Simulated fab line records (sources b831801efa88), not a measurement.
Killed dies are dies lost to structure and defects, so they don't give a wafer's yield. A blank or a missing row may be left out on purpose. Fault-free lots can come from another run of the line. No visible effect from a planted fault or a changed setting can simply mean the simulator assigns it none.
fab line records	flow sky130
record lots=24	wafers=72	last_day=50
route steps=708 shown VIA2@510 METAL3@532 CAPM@537 PAD_OPEN@702
lots that met no fault: taken from a fault-free run of the same line
start_h: hours from the record's opening day to when the first of the lot's shown wafers began	wait_h: hours from the lot's prior step to this one	" same as the row above	L1.1+2: a row that stands for several wafers	- no value present, or no start provided	* or withheld: withheld	< > ~ a bound
route shown NAME@n: a module of which the file shows steps, and the number in the route of the first	usual: mean and standard deviation over wafers with no fault	same: alike in all rows	chamber/n: place in a boat	sites: each site's reading	_std_site: the standard deviation of these	_edge_site: outer sites' mean less inner sites'	radius_mm: how far each site lies from the wafer's centre	mask NAME#n: copy n	behind: the most recent tool/chamber to have shaped the wafer	hold: cause of the lot's hold/its duration in hours/its outcome	device: the n, p or np transistor that did not switch	end of line: tests run on the same wafers once the route is complete	a step with no rows: only its recipe	killed: dies lost to structure and defects at the first sort, not the wafer's yield	map: a wafer's dies, x killed, . not, _ none there
set.NAME: the setting that was run; set.NAME@STEP: the one run at that earlier step	model.NAME: the simulator's own value behind a step, which no gauge read
a sample of lots followed through the steps of the route, with each step as a table and each wafer as a row
services: when a tool's chamber went out of use (start_h, in hours from the record's first day, below 0 if earlier), for how many hours, and the reason
## steps
# step SKY_VIA2_BOW_MEAS_03
# recipe mode=bow
# usual VIA2_BOW=86/7.2
lot.wafer	tool	chamber	start_h	wait_h	VIA2_BOW[um]
L074.1	film_metro-04	-	815.43	0.1	89
L074.4	"	-	"	"	91
L074.5	"	-	"	"	97
L075.1	film_metro-02	-	821.76	0.2	81
L075.4	"	-	"	"	88
L075.5	"	-	"	"	91
L076.2	film_metro-03	-	838.02	0.1	93
L076.5	"	-	"	"	94
L076.6	"	-	"	"	91
L077.1	film_metro-03	-	844.15	0.2	79
L077.2	"	-	"	"	80
L077.3	"	-	"	"	82
L078.2	film_metro-04	-	853.59	0.2	88
L078.5	"	-	"	"	74
L078.6	"	-	"	"	80
L079.1	film_metro-02	-	854.02	0.1	86
L079.3	"	-	"	"	78
L079.6	"	-	"	"	73
L080.3	film_metro-04	-	872.78	0.1	96
L080.5	"	-	"	"	84
L080.6	"	-	"	"	98
L081.1	film_metro-03	-	881.16	0.1	96
L081.2	"	-	"	"	90
L081.5	"	-	"	"	73
L082.3	film_metro-04	-	883.69	0.1	84
L082.4	"	-	"	"	89
L082.5	"	-	"	"	88
L083.1	film_metro-03	-	891.09	0.1	90
L083.4	"	-	"	"	98
L083.6	"	-	"	"	79
L084.1	film_metro-02	-	893.95	0.2	83
L084.2	"	-	"	"	91
L084.4	"	-	"	"	101
L085.3	film_metro-04	-	904.65	0.3	84
L085.4	"	-	"	"	91
L085.6	"	-	"	"	86
L086.1	film_metro-03	-	909.28	0.1	89
L086.4	"	-	"	"	89
L086.6	"	-	"	"	88
L087.1	film_metro-03	-	917.00	0.1	88
L087.4	"	-	"	"	96
L087.5	"	-	"	"	90
L088.2	film_metro-04	-	921.06	0.3	74
L088.3	"	-	"	"	91
L088.5	"	-	"	"	82
L089.1	film_metro-02	-	927.18	0.1	86
L089.2	"	-	"	"	88
L089.3	"	-	"	"	87
L090.1	film_metro-03	-	938.56	0.2	67
L090.4	"	-	"	"	87
L090.5	"	-	"	"	70
L091.1	film_metro-04	-	940.04	0.1	84
L091.2	"	-	"	"	84
L091.4	"	-	"	"	83
L092.1	film_metro-03	-	950.09	0.2	85
L092.4	"	-	"	"	89
L092.6	"	-	"	"	90
L093.2	film_metro-02	-	955.99	0.2	80
L093.3	"	-	"	"	80
L093.6	"	-	"	"	84
L094.1	film_metro-02	-	964.50	0.1	75
L094.2	"	-	"	"	85
L094.3	"	-	"	"	72
L095.1	film_metro-02	-	970.17	0.1	97
L095.4	"	-	"	"	94
L095.5	"	-	"	"	97
L096.2	film_metro-04	-	977.35	0.2	79
L096.3	"	-	"	"	79
L096.4	"	-	"	"	77
L097.1	film_metro-03	-	979.18	0.2	86
L097.3	"	-	"	"	98
L097.4	"	-	"	"	88
# step SKY_VIA2_RS_MEAS_22
# recipe thk_meas_gauge=four-point-probe	reads=W_of_VIA2_CVD_21+TiN_of_VIA2_SPUTTER_20
# usual VIA2_W_RS=0.2712/0.0025
lot.wafer	tool	chamber	start_h	wait_h	VIA2_W_RS[ohm/sq]
L074.1	film_metro-02	-	842.44	0.1	0.2682
L074.4	"	-	"	"	0.2690
L074.5	"	-	"	"	0.2682
L075.1	film_metro-02	-	848.25	0.1	0.2690
L075.4	"	-	"	"	0.2685
L075.5	"	-	"	"	0.2728
L076.2	film_metro-03	-	864.88	0.1	0.2725
L076.5	"	-	"	"	0.2773
L076.6	"	-	"	"	0.2724
L077.1	film_metro-02	-	871.99	0.1	0.2704
L077.2	"	-	"	"	0.2713
L077.3	"	-	"	"	0.2717
L078.2	film_metro-02	-	880.17	0.1	0.2691
L078.5	"	-	"	"	0.2687
L078.6	"	-	"	"	0.2696
L079.1	film_metro-02	-	880.88	0.1	0.2679
L079.3	"	-	"	"	0.2695
L079.6	"	-	"	"	0.2722
L080.3	film_metro-03	-	898.78	0.1	0.2720
L080.5	"	-	"	"	0.2711
L080.6	"	-	"	"	0.2729
L081.1	film_metro-02	-	907.43	0.1	0.2681
L081.2	"	-	"	"	0.2678
L081.5	"	-	"	"	0.2656
L082.3	film_metro-02	-	909.83	0.1	0.2727
L082.4	"	-	"	"	0.2685
L082.5	"	-	"	"	0.2722
L083.1	film_metro-03	-	917.55	0.1	0.2709
L083.4	"	-	"	"	0.2701
L083.6	"	-	"	"	0.2720
L084.1	film_metro-02	-	919.62	0.1	0.2694
L084.2	"	-	"	"	0.2718
L084.4	"	-	"	"	0.2725
L085.3	film_metro-04	-	930.46	0.1	0.2717
L085.4	"	-	"	"	0.2692
L085.6	"	-	"	"	0.2666
L086.1	film_metro-04	-	935.10	0.1	0.2706
L086.4	"	-	"	"	0.2710
L086.6	"	-	"	"	0.2718
L087.1	film_metro-04	-	942.54	0.1	0.2678
L087.4	"	-	"	"	0.2725
L087.5	"	-	"	"	0.2690
L088.2	film_metro-03	-	946.81	0.1	0.2687
L088.3	"	-	"	"	0.2722
L088.5	"	-	"	"	0.2671
L089.1	film_metro-02	-	953.95	0.1	0.2717
L089.2	"	-	"	"	0.2720
L089.3	"	-	"	"	0.2723
L090.1	film_metro-02	-	964.06	0.1	0.2664
L090.4	"	-	"	"	0.2690
L090.5	"	-	"	"	0.2723
L091.1	film_metro-03	-	965.51	0.1	0.2744
L091.2	"	-	"	"	0.2724
L091.4	"	-	"	"	0.2707
L092.1	film_metro-03	-	975.68	0.1	0.2730
L092.4	"	-	"	"	0.2749
L092.6	"	-	"	"	0.2728
L093.2	film_metro-03	-	981.83	0.1	0.2721
L093.3	"	-	"	"	0.2747
L093.6	"	-	"	"	0.2729
L094.1	film_metro-03	-	989.86	0.1	0.2743
L094.2	"	-	"	"	0.2745
L094.3	"	-	"	"	0.2730
L095.1	film_metro-04	-	995.00	0.1	0.2696
L095.4	"	-	"	"	0.2743
L095.5	"	-	"	"	0.2704
L096.2	film_metro-03	-	1002.17	0.1	0.2744
L096.3	"	-	"	"	0.2728
L096.4	"	-	"	"	0.2771
L097.1	film_metro-04	-	1004.20	0.1	0.2744
L097.3	"	-	"	"	0.2724
L097.4	"	-	"	"	0.2738
# step SKY_VIA2_THK_MEAS_23
# recipe thk_meas_gauge=xrf	reads=W_of_VIA2_CVD_21
# usual VIA2_W_THK=428/6.7
lot.wafer	tool	chamber	start_h	wait_h	VIA2_W_THK[nm]
L074.1	film_metro-02	-	842.56	0.1	429
L074.4	"	-	"	"	429
L074.5	"	-	"	"	430
L075.1	film_metro-02	-	848.37	0.1	428
L075.4	"	-	"	"	429
L075.5	"	-	"	"	422
L076.2	film_metro-03	-	864.99	0.1	429
L076.5	"	-	"	"	425
L076.6	"	-	"	"	435
L077.1	film_metro-02	-	872.11	0.1	423
L077.2	"	-	"	"	420
L077.3	"	-	"	"	419
L078.2	film_metro-02	-	880.28	0.1	425
L078.5	"	-	"	"	426
L078.6	"	-	"	"	424
L079.1	film_metro-02	-	881.00	0.1	424
L079.3	"	-	"	"	423
L079.6	"	-	"	"	417
L080.3	film_metro-03	-	898.88	0.1	422
L080.5	"	-	"	"	423
L080.6	"	-	"	"	423
L081.1	film_metro-02	-	907.55	0.1	432
L081.2	"	-	"	"	429
L081.5	"	-	"	"	432
L082.3	film_metro-02	-	909.93	0.1	421
L082.4	"	-	"	"	427
L082.5	"	-	"	"	424
L083.1	film_metro-03	-	917.67	0.1	433
L083.4	"	-	"	"	432
L083.6	"	-	"	"	433
L084.1	film_metro-02	-	919.74	0.1	422
L084.2	"	-	"	"	419
L084.4	"	-	"	"	417
L085.3	film_metro-04	-	930.56	0.1	437
L085.4	"	-	"	"	440
L085.6	"	-	"	"	442
L086.1	film_metro-04	-	935.22	0.1	436
L086.4	"	-	"	"	438
L086.6	"	-	"	"	435
L087.1	film_metro-04	-	942.66	0.1	449
L087.4	"	-	"	"	436
L087.5	"	-	"	"	442
L088.2	film_metro-03	-	946.92	0.1	432
L088.3	"	-	"	"	425
L088.5	"	-	"	"	431
L089.1	film_metro-02	-	954.07	0.1	419
L089.2	"	-	"	"	420
L089.3	"	-	"	"	415
L090.1	film_metro-02	-	964.18	0.1	436
L090.4	"	-	"	"	433
L090.5	"	-	"	"	424
L091.1	film_metro-03	-	965.63	0.1	418
L091.2	"	-	"	"	427
L091.4	"	-	"	"	431
L092.1	film_metro-03	-	975.80	0.1	425
L092.4	"	-	"	"	422
L092.6	"	-	"	"	425
L093.2	film_metro-03	-	981.94	0.1	427
L093.3	"	-	"	"	423
L093.6	"	-	"	"	426
L094.1	film_metro-03	-	989.98	0.1	426
L094.2	"	-	"	"	422
L094.3	"	-	"	"	425
L095.1	film_metro-04	-	995.12	0.1	443
L095.4	"	-	"	"	434
L095.5	"	-	"	"	438
L096.2	film_metro-03	-	1002.28	0.1	425
L096.3	"	-	"	"	428
L096.4	"	-	"	"	419
L097.1	film_metro-04	-	1004.32	0.1	432
L097.3	"	-	"	"	436
L097.4	"	-	"	"	432
# step SKY_METAL3_SPUTTER_00
# recipe material=Ti	target_thk_nm=15	power_w=3000	time_s=10	chamber_pressure_pa=0.4
# usual throttle_valve_pct=29.6/0.64
lot.wafer	tool	chamber	start_h	wait_h	throttle_valve_pct
L074.1	pvd_sputter-04	-	842.92	0.2	29.0
L074.4	"	-	"	"	28.8
L074.5	"	-	"	"	29.5
L075.1	pvd_sputter-04	-	848.73	0.1	29.2
L075.4	"	-	"	"	29.8
L075.5	"	-	"	"	29.1
L076.2	pvd_sputter-04	-	865.34	0.1	29.2
L076.5	"	-	"	"	29.3
L076.6	"	-	"	"	30.0
L077.1	pvd_sputter-02	-	872.47	0.1	30.3
L077.2	"	-	"	"	28.8
L077.3	"	-	"	"	29.5
L078.2	pvd_sputter-02	-	880.63	0.2	28.7
L078.5	"	-	"	"	29.6
L078.6	"	-	"	"	31.0
L079.1	pvd_sputter-04	-	881.36	0.1	30.5
L079.3	"	-	"	"	29.8
L079.6	"	-	"	"	29.6
L080.3	pvd_sputter-03	-	899.22	0.2	28.7
L080.5	"	-	"	"	29.6
L080.6	"	-	"	"	29.4
L081.1	pvd_sputter-03	-	907.91	0.2	28.7
L081.2	"	-	"	"	29.5
L081.5	"	-	"	"	29.7
L082.3	pvd_sputter-04	-	910.27	0.2	30.4
L082.4	"	-	"	"	30.0
L082.5	"	-	"	"	30.0
L083.1	pvd_sputter-03	-	918.13	0.1	28.8
L083.4	"	-	"	"	29.9
L083.6	"	-	"	"	28.8
L084.1	pvd_sputter-02	-	920.13	0.1	28.7
L084.2	"	-	"	"	30.9
L084.4	"	-	"	"	29.7
L085.3	pvd_sputter-02	-	930.90	0.2	28.8
L085.4	"	-	"	"	30.1
L085.6	"	-	"	"	30.4
L086.1	pvd_sputter-02	-	935.58	0.2	28.7
L086.4	"	-	"	"	30.9
L086.6	"	-	"	"	29.4
L087.1	pvd_sputter-04	-	943.02	0.1	30.3
L087.4	"	-	"	"	30.6
L087.5	"	-	"	"	30.0
L088.2	pvd_sputter-04	-	947.27	0.2	29.4
L088.3	"	-	"	"	30.4
L088.5	"	-	"	"	29.1
L089.1	pvd_sputter-04	-	954.43	0.2	29.5
L089.2	"	-	"	"	29.9
L089.3	"	-	"	"	30.7
L090.1	pvd_sputter-03	-	964.54	0.2	29.3
L090.4	"	-	"	"	29.9
L090.5	"	-	"	"	29.8
L091.1	pvd_sputter-02	-	965.99	0.1	28.8
L091.2	"	-	"	"	29.7
L091.4	"	-	"	"	30.8
L092.1	pvd_sputter-02	-	976.16	0.2	30.4
L092.4	"	-	"	"	29.8
L092.6	"	-	"	"	30.0
L093.2	pvd_sputter-03	-	982.29	0.1	29.6
L093.3	"	-	"	"	29.8
L093.6	"	-	"	"	28.9
L094.1	pvd_sputter-04	-	990.34	0.2	30.5
L094.2	"	-	"	"	29.1
L094.3	"	-	"	"	29.1
L095.1	pvd_sputter-03	-	995.73	0.1	29.6
L095.4	"	-	"	"	29.0
L095.5	"	-	"	"	28.8
L096.2	pvd_sputter-03	-	1002.63	0.1	28.7
L096.3	"	-	"	"	28.9
L096.4	"	-	"	"	29.6
L097.1	pvd_sputter-04	-	1004.68	0.2	30.2
L097.3	"	-	"	"	29.3
L097.4	"	-	"	"	30.4
# step SKY_CAPM_CVD_00
# recipe material=SiO2	target_thk_nm=15.5	temp_c=400	time_s=withheld	rf_w=450
# usual heater_power_w=702/83
lot.wafer	tool	chamber	start_h	wait_h	heater_power_w
L074.1	pecvd-03	2	843.08	0.0	592
L074.4	"	1	"	"	790
L074.5	"	0	"	"	664
L075.1	pecvd-01	2	848.88	0.0	779
L075.4	"	2	"	"	760
L075.5	"	0	"	"	644
L076.2	pecvd-01	0	865.49	0.0	602
L076.5	"	0	"	"	592
L076.6	"	1	"	"	715
L077.1	pecvd-01	1	872.62	0.0	690
L077.2	"	0	"	"	577
L077.3	"	2	"	"	799
L078.2	pecvd-01	0	880.79	0.0	665
L078.5	"	2	"	"	793
L078.6	"	1	"	"	740
L079.1	pecvd-03	0	881.52	0.0	702
L079.3	"	1	"	"	889
L079.6	"	2	"	"	573
L080.3	pecvd-03	0	899.37	0.0	650
L080.5	"	0	"	"	647
L080.6	"	1	"	"	851
L081.1	pecvd-03	1	908.06	0.0	890
L081.2	"	0	"	"	665
L081.5	"	1	"	"	863
L082.3	pecvd-02	1	910.43	0.0	755
L082.4	"	2	"	"	734
L082.5	"	2	"	"	739
L083.1	pecvd-01	1	918.28	0.0	735
L083.4	"	1	"	"	726
L083.6	"	2	"	"	690
L084.1	pecvd-02	0	920.28	0.0	694
L084.2	"	1	"	"	730
L084.4	"	1	"	"	745
L085.3	pecvd-03	1	931.05	0.0	852
L085.4	"	0	"	"	657
L085.6	"	2	"	"	577
L086.1	pecvd-02	2	935.74	0.0	778
L086.4	"	1	"	"	694
L086.6	"	0	"	"	697
L087.1	pecvd-01	0	943.17	0.0	627
L087.4	"	2	"	"	746
L087.5	"	0	"	"	637
L088.2	pecvd-02	1	947.42	0.0	659
L088.3	"	2	"	"	656
L088.5	"	2	"	"	651
L089.1	pecvd-03	2	954.58	0.0	622
L089.2	"	0	"	"	621
L089.3	"	1	"	"	766
L090.1	pecvd-02	2	964.69	0.0	760
L090.4	"	2	"	"	780
L090.5	"	0	"	"	670
L091.1	pecvd-03	1	966.14	0.0	794
L091.2	"	2	"	"	540
L091.4	"	1	"	"	795
L092.1	pecvd-03	1	976.32	0.0	854
L092.4	"	0	"	"	616
L092.6	"	1	"	"	865
L093.2	pecvd-02	1	982.44	0.0	673
L093.3	"	1	"	"	658
L093.6	"	0	"	"	638
L094.1	pecvd-02	1	990.49	0.0	699
L094.2	"	0	"	"	708
L094.3	"	1	"	"	704
L095.1	pecvd-02	2	995.88	0.0	725
L095.4	"	0	"	"	679
L095.5	"	2	"	"	717
L096.2	pecvd-02	2	1002.78	0.0	836
L096.3	"	2	"	"	821
L096.4	"	0	"	"	602
L097.1	pecvd-03	2	1004.83	0.0	564
L097.3	"	0	"	"	594
L097.4	"	1	"	"	824
# step SKY_PAD_OPEN_STRIP_08
# recipe chemistry=O2/N2	power_w=1400	pressure_mtorr=1500	platen_temp_c=withheld	overash_fraction=0.7	o2_flow_sccm=3000	n2_flow_sccm=300
# usual chamber_pressure_mTorr=1499.9/1.3	drypump_motor_current_A=5.7/0.47	oes_product_au=0.663/0.0045	strip_time_to_endpoint_s=37.06/0.1
lot.wafer	tool	chamber	start_h	wait_h	chamber_pressure_mTorr	drypump_motor_current_A	oes_product_au	rf_hours_counter_h	strip_time_to_endpoint_s
L074.1	plasma_asher-04	1	1067.92	0.1	1498.7	5.4	0.663	0	36.99
L074.4	"	0	"	"	1498.1	6.3	0.662	-	37.06
L074.5	"	1	"	"	1502.1	5.5	0.667	-	37.01
L075.1	plasma_asher-01	0	1073.72	0.1	1500.3	4.9	0.657	61	36.97
L075.4	"	1	"	"	1500.6	5.5	0.655	-	37.00
L075.5	"	0	"	"	1500.4	5.0	0.666	-	37.04
L076.2	plasma_asher-04	0	1085.61	0.1	1497.4	6.3	0.662	2	36.83
L076.5	"	1	"	"	1502.1	5.4	0.667	-	36.86
L076.6	"	0	"	"	1501.9	6.3	0.663	-	36.92
L077.1	plasma_asher-04	1	1091.71	0.1	1499.7	5.5	0.656	3	36.97
L077.2	"	0	"	"	1498.6	6.3	0.658	3	36.92
L077.3	"	0	"	"	1499.8	6.3	0.657	-	37.02
L078.2	plasma_asher-02	1	1098.02	0.1	1497.2	5.8	0.668	39	37.13
L078.5	"	0	"	"	1500.0	6.2	0.662	-	37.23
L078.6	"	1	"	"	1497.2	5.8	0.652	-	37.17
L079.1	plasma_asher-01	1	1099.17	0.1	1499.6	5.5	0.661	64	37.01
L079.3	"	1	"	"	1497.8	5.5	0.659	-	37.08
L079.6	"	1	"	"	1500.6	5.5	0.655	-	36.86
L080.3	plasma_asher-04	1	1115.35	0.1	1502.0	5.5	0.659	-	37.09
L080.5	"	1	"	"	1501.2	5.4	0.656	-	37.28
L080.6	"	0	"	"	1498.2	6.3	0.669	-	37.25
L081.1	plasma_asher-01	1	1120.76	0.1	1499.7	5.5	0.664	66	37.12
L081.2	"	0	"	"	1501.1	4.9	0.664	66	37.18
L081.5	"	1	"	"	1499.1	5.5	0.667	-	37.09
L082.3	plasma_asher-02	0	1121.85	0.1	1500.4	6.2	0.658	-	37.20
L082.4	"	1	"	"	1499.8	5.8	0.664	-	37.21
L082.5	"	0	"	"	1499.9	6.2	0.665	-	37.17
L083.1	plasma_asher-02	0	1127.42	0.1	1500.5	6.2	0.660	41	37.23
L083.4	"	0	"	"	1500.6	6.2	0.669	-	37.14
L083.6	"	0	"	"	1499.2	6.2	0.664	-	37.11
L084.1	plasma_asher-04	1	1130.01	0.1	1500.3	5.4	0.669	6	36.97
L084.2	"	0	"	"	1500.1	6.3	0.670	6	36.95
L084.4	"	0	"	"	1498.4	6.3	0.660	-	37.06
L085.3	plasma_asher-02	0	1137.15	0.1	1498.8	6.2	0.663	-	36.99
L085.4	"	1	"	"	1496.9	5.8	0.665	-	36.92
L085.6	"	0	"	"	1501.5	6.2	0.656	-	36.94
L086.1	plasma_asher-02	0	1141.92	0.1	1499.5	6.2	0.663	43	36.94
L086.4	"	0	"	"	1501.5	6.2	0.670	-	37.04
L086.6	"	0	"	"	1499.0	6.2	0.662	-	36.97
L087.1	plasma_asher-01	1	1147.76	0.1	1498.3	5.5	0.663	68	37.16
L087.4	"	1	"	"	1499.1	5.5	0.662	-	37.10
L087.5	"	0	"	"	1501.7	4.9	0.659	-	36.97
L088.2	plasma_asher-04	0	1150.22	0.1	1496.8	6.3	0.668	8	37.04
L088.3	"	0	"	"	1499.7	6.3	0.659	-	37.12
L088.5	"	1	"	"	1499.7	5.5	0.665	-	37.16
L089.1	plasma_asher-04	0	1157.01	0.1	1498.7	6.3	0.667	9	37.11
L089.2	"	1	"	"	1498.5	5.5	0.668	9	37.16
L089.3	"	1	"	"	1499.9	5.4	0.663	-	37.34
L090.1	plasma_asher-04	0	1163.26	0.1	1500.2	6.3	0.665	9	37.11
L090.4	"	0	"	"	1499.0	6.3	0.657	-	37.05
L090.5	"	1	"	"	1499.4	5.4	0.664	-	37.12
L091.1	plasma_asher-01	1	1164.76	0.1	1500.7	5.5	0.666	70	37.15
L091.2	"	0	"	"	1499.1	5.0	0.664	70	37.15
L091.4	"	0	"	"	1500.1	5.0	0.663	-	37.06
L092.1	plasma_asher-04	0	1171.21	0.1	1499.3	6.3	0.661	10	37.09
L092.4	"	1	"	"	1498.9	5.5	0.676	-	36.99
L092.6	"	0	"	"	1498.0	6.3	0.665	-	36.99
L093.2	plasma_asher-01	0	1175.72	0.1	1499.1	5.0	0.671	71	37.22
L093.3	"	1	"	"	1498.4	5.5	0.661	-	37.02
L093.6	"	1	"	"	1500.3	5.5	0.662	-	37.12
L094.1	plasma_asher-02	0	1181.16	0.1	1500.8	6.2	0.660	46	37.01
L094.2	"	1	"	"	1497.9	5.8	0.662	46	37.15
L094.3	"	1	"	"	1496.8	5.8	0.659	-	37.03
L095.1	plasma_asher-02	1	1185.07	0.1	1498.7	5.8	0.657	47	36.98
L095.4	"	0	"	"	1499.9	6.2	0.665	-	36.95
L095.5	"	1	"	"	1499.5	5.8	0.658	-	36.95
L096.2	plasma_asher-02	0	1190.56	0.1	1501.7	6.2	0.657	47	37.03
L096.3	"	1	"	"	1502.0	5.8	0.661	-	36.95
L096.4	"	0	"	"	1501.7	6.2	0.659	-	37.12
L097.1	plasma_asher-01	1	1192.37	0.1	1497.0	5.5	0.664	73	36.91
L097.3	"	1	"	"	1502.6	5.5	0.661	-	36.97
L097.4	"	0	"	"	1500.4	4.9	0.662	-	36.93
## services
tool	chamber	start_h	hours	kind
plasma_asher-04	-	819.50	62.9	repair
pecvd-02	0	822.16	83.2	repair
pvd_sputter-03	-	822.34	6.6	repair
pecvd-02	1	823.60	16.8	repair
pvd_sputter-02	-	837.70	4.5	repair
pvd_sputter-02	-	839.46	16.7	repair
plasma_asher-02	-	849.75	0.4	repair
pecvd-03	1	870.06	5.6	repair
plasma_asher-02	-	888.90	4.2	repair
plasma_asher-02	-	916.39	10.0	pm
pvd_sputter-04	-	957.61	5.4	repair
pecvd-03	-	958.08	6.0	pm
pecvd-02	-	974.32	3.0	repair
plasma_asher-04	-	989.67	2.8	repair
pvd_sputter-04	-	1001.08	3.2	repair
plasma_asher-04	-	1027.38	3.0	repair
plasma_asher-02	-	1044.17	3.9	repair
pecvd-02	-	1054.98	3.4	repair
plasma_asher-04	-	1055.25	9.0	pm
pecvd-02	1	1082.45	3.1	repair
pecvd-02	-	1082.88	2.6	repair
pecvd-02	-	1092.49	1.0	repair
pecvd-03	-	1137.42	0.5	repair
plasma_asher-02	-	1151.34	2.8	pm
## key
fault none
